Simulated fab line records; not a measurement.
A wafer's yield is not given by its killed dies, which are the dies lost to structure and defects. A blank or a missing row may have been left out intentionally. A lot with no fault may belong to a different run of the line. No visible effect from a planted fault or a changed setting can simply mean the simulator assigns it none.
Struck lot and sound lot, side by side / flow gf180mcu / 16 steps out of a route of 602
Sound: wafers L675.2, L675.3, L675.5. Struck: wafers L676.2, L676.3. (L676.4 of the same lot was not struck and is left out.) The cause comes at the end.
At each step with rows: each side's tool, then ch and its chambers, then its first start. Under that, the readings that differ: sound wafers / struck wafers / difference of the means / sigmas: that difference in standard deviations of wafers without a fault.
alike: readings whose means differ by less than 2 such deviations, and words and numbers that are the same on both sides. not compared: withheld readings, readings that some wafer has no value for, bounds like >300 that may hide the same value, and numbers for which the record gives no deviation and whose values overlap.
The two part at a step that has a row with sigmas, a row that says differs or no value, or rows on one side only. Non-overlapping numbers with no deviation appear without sigmas and do not part them. Lack of a reading on every wafer of one side parts them only where that side has two or more wafers.

GF_TOP_METAL_SPUTTER_04: material TiN, target thk 25 nm, time 20.8 s.
  sound on pvd-sputter-04 at day 29 01:31; struck on pvd-sputter-04 at day 29 04:42
  alike: throttle-valve-pct
GF_TOP_METAL_RS_MEAS_05: a four-point-probe measurement.
  sound on film-metro-02 at day 29 01:34; struck on film-metro-02 at day 29 04:44
  alike: TOP_METAL_ALCU_RS
GF_TOP_METAL_THK_MEAS_06: measures by xrf.
  sound on film-metro-02 at day 29 01:40; struck on film-metro-02 at day 29 04:51
  alike: TOP_METAL_ALCU_THK
then, 7 steps without rows for these wafers: GF_TOP_METAL_DEHYDRATE_07 (time 60 s); GF_TOP_METAL_HMDS_08 (prime time 60 s); GF_TOP_METAL_COAT_09 (resist thk 1500 nm); GF_TOP_METAL_SOFTBAKE_10 (time 60 s); GF_TOP_METAL_EXPOSE_11 (exposes mask MetalTop, target cd 440 nm); GF_TOP_METAL_PEB_12; GF_TOP_METAL_DEVELOP_13 (develop time 60 s).
GF_TOP_METAL_CD_MEAS_14: target cd 440 nm.
  sound on cd-sem-01 at day 29 21:05; struck on cd-sem-02 at day 30 00:13
reading=cd-nm (nm); sound=442.7 442.3 443.5; struck=439.3 438.0; difference=-4.2; sigmas=-2
GF_TOP_METAL_OVL_MEAS_15:
  sound on overlay-02 at day 29 21:11; struck on overlay-02 at day 30 00:19
  alike: TOP_METAL_OVL
GF_TOP_METAL_METAL_ETCH_16: etches the open film in Cl2/BCl3, stops on SiO2, target depth 1077.5 nm, time 179.6 s.
  sound on rie-metal-02 ch 0,1, day 29 21:13; struck on rie-metal-02 ch 0, day 30 00:21
reading=oes-product-au (a.u.); sound=0.963 0.973 0.958; struck=0.897 0.903; difference=-0.065; sigmas=-9
reading=rf-fwd-power-W (W); sound=796.6 796.1 796.6; struck=669.9 669.1; difference=-126.9; sigmas=-53
reading=throttle-valve-pct (%); sound=28.255 28.248 28.245; struck=28.325 28.322; difference=+0.074; sigmas=+8
reading=model.TOP_METAL.feature-depth-nm (nm); sound=1025 1027 1021; struck=916.6 915.4; difference=-108.3; sigmas=
reading=model.etch.depth-nm (nm); sound=1025 1027 1021; struck=916.6 915.4; difference=-108.3; sigmas=
reading=model.NOVOLAK_of_TOP_METAL_COAT_09.thk-nm (nm); sound=1076 1080 1078; struck=1128 1132; difference=+52; sigmas=
  alike: drypump-motor-current-A
  not compared: rf-hours-counter-h
GF_TOP_METAL_STRIP_17: strips in O2/N2.
  sound on plasma-asher-04 ch 0, day 29 21:24; struck on plasma-asher-04 ch 1, day 30 00:32
reading=drypump-motor-current-A (A); sound=5.8 5.8 5.8; struck=4.7 4.7; difference=-1.1; sigmas=-2
reading=strip-time-to-endpoint-s (s); sound=13.53 13.56 13.55; struck=14.14 14.17; difference=+0.61; sigmas=+10
  alike: heater-power-w, oes-product-au
  not compared: rf-hours-counter-h
then, 1 step without rows for these wafers: GF_TOP_METAL_STRIP_18 (strips in post etch residue remover, time 1200 s).
GF_PASSIVATION_PROBE_99:
  sound on prober-02 at day 30 18:11; struck on prober-01 at day 30 21:45
reading=model.etest.nmos_6p0_nat.short; sound=0 0 0; struck=1 1; difference=+1; sigmas=
reading=model.etest.ring_6p0.no-ring; sound=0 0 0; struck=1 1; difference=+1; sigmas=
reading=model.etest.nplus-sal.short; sound=0 0 0; struck=1 1; difference=+1; sigmas=
reading=model.etest.iso-pplus-pwell.over-limit; sound=0 0 0; struck=1 1; difference=+1; sigmas=
reading=model.etest.met-top.short; sound=0 0 0; struck=1 1; difference=+1; sigmas=
reading=model.etest.via5-chain.short; sound=0 0 0; struck=1 1; difference=+1; sigmas=
reading=model.etest.met2-comb.over-limit; sound=0 0 0; struck=1 1; difference=+1; sigmas=
reading=model.etest.nmos_3p3.over-limit; sound=0 0 0; struck=1 1; difference=+1; sigmas=

== WHERE THEY PART ==
First at GF_TOP_METAL_CD_MEAS_14; last, within this record, at GF_TOP_METAL_STRIP_17.

WHY: the cause the simulator had injected
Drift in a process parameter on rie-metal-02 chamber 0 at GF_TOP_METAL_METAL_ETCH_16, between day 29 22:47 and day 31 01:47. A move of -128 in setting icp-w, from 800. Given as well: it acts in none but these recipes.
